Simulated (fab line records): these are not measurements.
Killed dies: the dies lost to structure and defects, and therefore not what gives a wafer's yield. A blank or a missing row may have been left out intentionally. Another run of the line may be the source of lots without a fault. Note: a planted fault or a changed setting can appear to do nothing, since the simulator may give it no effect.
A struck lot beside a sound one -- flow sky130 -- 35 steps out of a route of 708
Sound: wafers L122.2, L122.3, L122.6. Struck: wafers L117.2, L117.5, L117.6. The cause comes at the end.
Per side, at each step with rows, come the tool, then ch with its chambers, and then its first start. Under that, the readings that differ: sound wafers -- struck wafers -- difference of the means -- sigmas: that difference in standard deviations of wafers without a fault.
alike: same words and numbers on both sides, and readings whose means sit less than 2 such deviations apart. not compared: any withheld reading, any reading some wafer has no value for, any bound like >300 that may hide the same value, and any number with overlapping values for which the record gives no deviation.
Wherever a step has rows on one side only, a row that says differs or no value, or a row with sigmas, the two part there. Numbers that don't overlap but have no deviation are shown without sigmas and don't part them. Lack of a reading on every wafer of one side parts them only where that side has two or more wafers.

SKY_SD_P_CD_MEAS_07: the cd target is 380 nm.
  sound on cd-sem-02 at day 31 22:23; struck on cd-sem-01 at day 30 08:11
  alike: cd-nm
SKY_SD_P_OVL_MEAS_08:
  sound on overlay-02 at day 31 22:30; struck on overlay-01 at day 30 08:17
  alike: SD_P_OVL
after that, 1 step had no rows for these wafers: SKY_SD_P_IMPLANT_09.
SKY_SD_P_STRIP_10: strips in O2/N2.
  sound on plasma-asher-03 ch 0,1, day 31 22:41; struck on plasma-asher-02 ch 0,1, day 30 08:28
reading,sound,struck,difference,sigmas
strip-time-to-endpoint-s (s),17.60 17.55 17.51,17.48 17.45 17.48,-0.08,-2
  alike: drypump-motor-current-A, oes-product-au
  not compared: rf-hours-counter-h
SKY_SD_P_TW_MEAS_11:
  sound on film-metro-03 at day 31 22:47; struck on film-metro-02 at day 30 08:35
reading,sound,struck,difference,sigmas
SD_P_TW,2801 2802 2810,2844 2862 2858,+50,+2
then, 7 steps without rows for these wafers: SKY_RES_XHIGH_DEHYDRATE_00 (time 60 s); SKY_RES_XHIGH_HMDS_01 (prime time 60 s); SKY_RES_XHIGH_COAT_02 (resist thk 1140 nm); SKY_RES_XHIGH_SOFTBAKE_03 (time 60 s); SKY_RES_XHIGH_EXPOSE_04 (exposes mask URPM, target cd 1270 nm); SKY_RES_XHIGH_PEB_05; SKY_RES_XHIGH_DEVELOP_06 (develop time 60 s).
SKY_RES_XHIGH_IMPLANT_07:
  sound on implanter-01 ch 0, day 33 01:39; struck on implanter-03 ch 0, day 31 12:03
reading,sound,struck,difference,sigmas
dose-ions-cm2,3.603e+14 3.602e+14 3.603e+14,2.966e+14 2.962e+14 2.962e+14,-6.393e+13,-99 or more
faraday-current-uA,558 562 557,488 473 507,-70,-3
  alike: beam-on-s
SKY_RES_XHIGH_STRIP_08: strips in O2/N2.
  sound on plasma-asher-01 ch 0,1, day 33 01:47; struck on plasma-asher-03 ch 0,1, day 31 12:11
reading,sound,struck,difference,sigmas
strip-time-to-endpoint-s (s),14.30 14.34 14.32,14.19 14.21 14.19,-0.12,-4
  alike: drypump-motor-current-A, oes-product-au
  not compared: rf-hours-counter-h
SKY_RES_XHIGH_TW_MEAS_09:
  sound on film-metro-02 at day 33 01:53; struck on film-metro-03 at day 31 12:17
reading,sound,struck,difference,sigmas
RES_XHIGH_TW,1658 1663 1658,1535 1527 1524,-131,-13
then, 7 steps without rows for these wafers: SKY_SD_N_DEHYDRATE_00 (time 60 s); SKY_SD_N_HMDS_01 (prime time 60 s); SKY_SD_N_COAT_02 (resist thk 1140 nm); SKY_SD_N_SOFTBAKE_03 (time 60 s); SKY_SD_N_EXPOSE_04 (exposes mask NSDM, target cd 380 nm); SKY_SD_N_PEB_05; SKY_SD_N_DEVELOP_06 (develop time 60 s).
SKY_SD_N_CD_MEAS_07: the cd target is 380 nm.
  sound on cd-sem-02 at day 34 04:27; struck on cd-sem-02 at day 32 15:14
  alike: cd-nm
SKY_SD_N_OVL_MEAS_08:
  sound on overlay-01 at day 34 04:33; struck on overlay-02 at day 32 15:21
  alike: SD_N_OVL
then, 2 steps without rows for these wafers: SKY_SD_N_IMPLANT_09; SKY_SD_N_IMPLANT_10.
SKY_SD_N_STRIP_11: strips in O2/N2.
  sound on plasma-asher-02 ch 0,1, day 34 04:53; struck on plasma-asher-04 ch 0,1, day 32 15:41
  alike: drypump-motor-current-A, oes-product-au, strip-time-to-endpoint-s
  not compared: rf-hours-counter-h
SKY_SD_N_TW_MEAS_12:
  sound on film-metro-03 at day 34 04:59; struck on film-metro-03 at day 32 15:47
  alike: SD_N_TW
then, 1 step without rows for these wafers: SKY_SD_N_CLEAN_13 (cleans in SC1/SC2, time 150 s).
SKY_SD_N_RTA_14: time 2 s.
  sound on rtp-anneal-02 ch 0, day 34 05:07; struck on rtp-anneal-02 ch 0, day 32 15:54
  alike: lamp-power-pct, ramp-down-c-per-s, wafer_temp_C_max
SKY_SD_N_RS_MEAS_16: measurement is done with a four-point probe.
  sound on film-metro-02 at day 34 05:17; struck on film-metro-04 at day 32 16:05
  alike: SD_N_RS
SKY_SD_N_RS_MEAS_17: measurement is done with a four-point probe.
  sound on film-metro-02 at day 34 05:25; struck on film-metro-04 at day 32 16:12
  alike: SD_P_RS
SKY_SD_N_RS_MEAS_18: measurement is done with a four-point probe.
  sound on film-metro-02 at day 34 05:32; struck on film-metro-04 at day 32 16:19
reading,sound,struck,difference,sigmas
RES_XHIGH_RS (ohm/sq),334.0 333.4 334.3,390.9 389.3 390.1,+56.2,+37
then, 1 step without rows for these wafers: SKY_SALICIDE_CLEAN_00 (cleans in HF-last, time 30 s).
-- the record jumps here: 16 days lie between the struck wafers' starts before and after (it left off in module SALICIDE and takes up again in module PAD_OPEN, whose first step shown is number 708 of the route) --
SKY_PAD_OPEN_PROBE_99:
  sound on prober-01 at day 50 03:36; struck on prober-01 at day 49 03:49
reading,sound,struck,difference,sigmas
killed-at-other,0 0 0,1 2 1,+1,+2
model.etest.res-xhigh-po.line-ohm-um,5652 5703 5594,8311 8353 8138,+2618,
model.etest.res-xhigh-po.rs-ohm-sq,1990 1998 1947,2922 2914 2891,+931,
model.etest.res-xhigh-po.rs-ohm-sq-range,87.27 75.53 79.85,152.5 143.6 107.4,+53.6,
  alike: killed_at_M0_to_M3, killed_at_M4_up, killed-at-contacts, killed-at-front-end, killed-dies, killed-on-rim, killed-open, killed-short

WHERE THEY PART
Earliest at SKY_SD_P_STRIP_10; latest, in this record, at SKY_PAD_OPEN_PROBE_99.

WHY: whatever the simulator had introduced
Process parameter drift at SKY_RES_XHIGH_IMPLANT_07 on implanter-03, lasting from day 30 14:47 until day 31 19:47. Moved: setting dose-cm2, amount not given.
